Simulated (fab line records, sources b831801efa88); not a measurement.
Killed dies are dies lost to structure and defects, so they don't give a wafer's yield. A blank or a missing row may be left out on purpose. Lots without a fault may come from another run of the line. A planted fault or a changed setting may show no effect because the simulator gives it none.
Which tool did it? | flow gf180mcu | 13 lots, 39 wafers sampled, at 1 step of a route of 602

WHAT THE GAUGES READ, wafer by wafer
GF_V3_RS_MEAS_24: measures by four-point-probe. Usual: V3_W_RS 0.3260 ohm/sq, standard deviation 0.0028.
lot  | measured     | on            | V3_W_RS (ohm/sq)     | flag
L427 | day 22 09:45 | film_metro-04 | 0.3263 0.3260 0.3277 |
L428 | day 23 12:07 | film_metro-04 | 0.3249 0.3280 0.3282 |
L429 | day 23 15:02 | film_metro-04 | 0.3275 0.3302 0.3320 |
L430 | day 23 19:23 | film_metro-04 | 0.3256 0.3232 0.3256 |
L433 | day 24 09:23 | film_metro-02 | 0.3270 0.3219 0.3260 |
L435 | day 25 01:44 | film_metro-01 | 0.3260 0.3262 0.3264 |
L437 | day 25 14:22 | film_metro-02 | 0.3239 0.3232 0.3261 |
L438 | day 25 20:55 | film_metro-01 | 0.3272 0.3262 0.3258 |
L442 | day 27 08:52 | film_metro-02 | 0.3297 0.3279 0.3248 |
L445 | day 28 10:27 | film_metro-02 | 0.3265 0.3318 0.3276 |
L448 | day 29 09:33 | film_metro-01 | 0.3251 0.3201 0.3185 |
L449 | day 29 10:31 | film_metro-04 | 0.3285 0.3292 0.3267 |
L450 | day 29 16:25 | film_metro-02 | 0.3277 0.3278 0.3270 |

WHICH TOOL RAN EACH LOT (tool, then ch and the chambers of the sampled wafers, then the start)
The record holds no process step before these readings.

WHAT THE TOOLS THEMSELVES READ (means of the sampled wafers that have a number; where no wafer has one, the mark that the record gives instead)
The record holds no such reading with a usual standard deviation.

THE ANSWER, worked out from the rows above alone
Rule: a lot is off if the mean of its wafers that have a number lies more than 3 standard deviations from the usual mean. A lot without any number at a reading at which 4 lots or more have one is off too. The other lots that the step has rows for count as sound. The gauges are gone through in route order, then the tools' own readings, and for those a lot's mean is taken as printed above. The first step at which some lot is off is used, and at that step the reading that is off furthest; a lot without a number counts as furthest.
No lot is off at any reading shown: from this, nothing can be told.

WHAT THE SIMULATOR HAD PUT IN
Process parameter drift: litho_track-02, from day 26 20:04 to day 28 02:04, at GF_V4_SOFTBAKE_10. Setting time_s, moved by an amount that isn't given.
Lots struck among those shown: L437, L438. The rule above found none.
